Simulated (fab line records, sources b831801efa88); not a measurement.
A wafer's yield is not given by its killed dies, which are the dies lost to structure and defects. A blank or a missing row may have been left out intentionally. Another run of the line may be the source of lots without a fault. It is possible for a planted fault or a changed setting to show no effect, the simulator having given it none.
Which of the tools did it? ; flow sky130 ; 15 lots with 45 wafers sampled at 4 steps, on a route of 708 steps

## WHAT EACH GAUGE READ, for each wafer
The record lacks any reading of a measuring or inspecting step that a usual standard deviation could be used to judge.

## WHICH TOOL RAN EACH LOT (tool, then ch and the chambers of the sampled wafers, then the start)
lot;SKY_VIA3_SPUTTER_20;SKY_METAL4_SPUTTER_00;SKY_METAL4_SPUTTER_03;SKY_CAP2M_DEVELOP_11
L899;pvd sputter-01, day 39 07:53;pvd sputter-02, day 39 08:34;pvd sputter-02, day 39 08:38;litho track-02 ch 0, day 40 09:22
L900;pvd sputter-01, day 40 00:17;pvd sputter-02, day 40 00:57;pvd sputter-02, day 40 01:02;litho track-03 ch 0, day 41 00:47
L901;pvd sputter-03, day 40 09:51;pvd sputter-02, day 40 10:31;pvd sputter-02, day 40 10:36;litho track-03 ch 0, day 41 10:33
L906;pvd sputter-01, day 42 04:24;pvd sputter-02, day 42 05:05;pvd sputter-02, day 42 05:10;litho track-03 ch 0, day 43 04:38
L908;pvd sputter-02, day 42 09:13;pvd sputter-01, day 42 09:53;pvd sputter-01, day 42 09:58;litho track-03, day 43 09:23
L909;pvd sputter-03, day 42 23:44;pvd sputter-01, day 43 00:24;pvd sputter-01, day 43 00:29;litho track-02, day 43 22:31
L910;pvd sputter-03, day 43 01:43;pvd sputter-04, day 43 02:23;pvd sputter-04, day 43 02:28;litho track-01, day 44 00:41
L911;pvd sputter-02, day 43 10:49;pvd sputter-02, day 43 11:29;pvd sputter-02, day 43 11:34;litho track-01 ch 0, day 44 09:52
L912;pvd sputter-02, day 43 18:14;pvd sputter-04, day 43 19:05;pvd sputter-04, day 43 19:11;litho track-01 ch 0, day 44 17:14
L916;pvd sputter-01, day 44 15:25;pvd sputter-01, day 44 16:04;pvd sputter-01, day 44 16:10;litho track-01 ch 0, day 45 14:04
L917;pvd sputter-01, day 44 21:17;pvd sputter-04, day 44 21:57;pvd sputter-04, day 44 22:02;litho track-01 ch 0, day 45 19:20
L918;pvd sputter-01, day 45 03:07;pvd sputter-02, day 45 03:47;pvd sputter-02, day 45 03:52;litho track-01 ch 0, day 46 00:44
L919;pvd sputter-03, day 45 06:17;pvd sputter-02, day 45 06:59;pvd sputter-02, day 45 07:04;litho track-02 ch 0, day 46 04:22
L920;pvd sputter-03, day 45 10:47;pvd sputter-04, day 45 11:29;pvd sputter-04, day 45 11:35;litho track-01 ch 0, day 46 08:20
L921;pvd sputter-02, day 45 17:22;pvd sputter-04, day 45 18:04;pvd sputter-04, day 45 18:10;litho track-01 ch 0, day 46 15:25
- SKY_VIA3_SPUTTER_20: material TiN, target thk 20 nm, time 80 s.
- SKY_METAL4_SPUTTER_00: material Ti, target thk 15 nm, time 10 s.
- SKY_METAL4_SPUTTER_03: material Ti, target thk 5 nm, time 3.3 s.
- SKY_CAP2M_DEVELOP_11: develop time 60 s.

## WHAT THE TOOLS THEMSELVES READ (means of the sampled wafers that have a number; where no wafer has one, the mark that the record gives instead)
SKY_VIA3_SPUTTER_20.
lot;tool;throttle valve pct (%)
L899;pvd sputter-01;31.3
L900;pvd sputter-01;30.9
L901;pvd sputter-03;30.1
L906;pvd sputter-01;30.9
L908;pvd sputter-02;28.9
L909;pvd sputter-03;30.3
L910;pvd sputter-03;30.1
L911;pvd sputter-02;28.9
L912;pvd sputter-02;29.7
L916;pvd sputter-01;30.7
L917;pvd sputter-01;30.7
L918;pvd sputter-01;30.9
L919;pvd sputter-03;30.4
L920;pvd sputter-03;30.1
L921;pvd sputter-02;29.6

SKY_METAL4_SPUTTER_00.
lot;tool;throttle valve pct (%)
L899;pvd sputter-02;29.1
L900;pvd sputter-02;29.5
L901;pvd sputter-02;28.9
L906;pvd sputter-02;28.7
L908;pvd sputter-01;31.2
L909;pvd sputter-01;30.8
L910;pvd sputter-04;29.2
L911;pvd sputter-02;28.8
L912;pvd sputter-04;29.8
L916;pvd sputter-01;30.9
L917;pvd sputter-04;29.7
L918;pvd sputter-02;29.0
L919;pvd sputter-02;28.7
L920;pvd sputter-04;29.5
L921;pvd sputter-04;29.1

SKY_METAL4_SPUTTER_03.
lot;tool;throttle valve pct (%)
L899;pvd sputter-02;29.0
L900;pvd sputter-02;29.5
L901;pvd sputter-02;28.8
L906;pvd sputter-02;28.4
L908;pvd sputter-01;31.2
L909;pvd sputter-01;30.8
L910;pvd sputter-04;29.2
L911;pvd sputter-02;28.8
L912;pvd sputter-04;29.9
L916;pvd sputter-01;30.8
L917;pvd sputter-04;29.6
L918;pvd sputter-02;29.0
L919;pvd sputter-02;28.8
L920;pvd sputter-04;29.6
L921;pvd sputter-04;29.2

SKY_CAP2M_DEVELOP_11.
lot;tool;chill plate temp C (C)
L899;litho track-02;23.08
L900;litho track-03;23.09
L901;litho track-03;23.00
L906;litho track-03;23.02
L908;litho track-03;-
L909;litho track-02;-
L910;litho track-01;-
L911;litho track-01;23.03
L912;litho track-01;23.11
L916;litho track-01;23.00
L917;litho track-01;23.03
L918;litho track-01;22.92
L919;litho track-02;22.98
L920;litho track-01;23.02
L921;litho track-01;22.93

## THE ANSWER, worked out from the rows above alone
Rule: the usual values come from the lots themselves. Put in order of their means at a reading, lots are off if they are a third of the lots or fewer, leave a main group of 4 or more, and stand apart from it by a gap of 3 or more times the standard deviation of the main group's means; of several such gaps the widest counts. If all means in a main group match to the digits the tables above print for the reading, that group is not used. Also off: a lot with no number at a reading for which 4 or more lots have one. All remaining lots with rows at the step are treated as sound. First the gauges in route order, then the tools' own readings, where a lot's mean is used as printed above. The first step at which some lot is off is used, and at that step the reading that is off furthest; a lot without a number counts as furthest.
Off: L908, L909, L910, at SKY_CAP2M_DEVELOP_11 (chill plate temp C). Without a number there: L908, L909, L910. Main group: mean 23.02 C, sd 0.056.
If a tool, at that step or one of the process steps before it, ran each lot that is off and ran no sound lot following the first of them, it fits. Not one of the candidates tried fits.

## WHAT THE SIMULATOR HAD PUT IN
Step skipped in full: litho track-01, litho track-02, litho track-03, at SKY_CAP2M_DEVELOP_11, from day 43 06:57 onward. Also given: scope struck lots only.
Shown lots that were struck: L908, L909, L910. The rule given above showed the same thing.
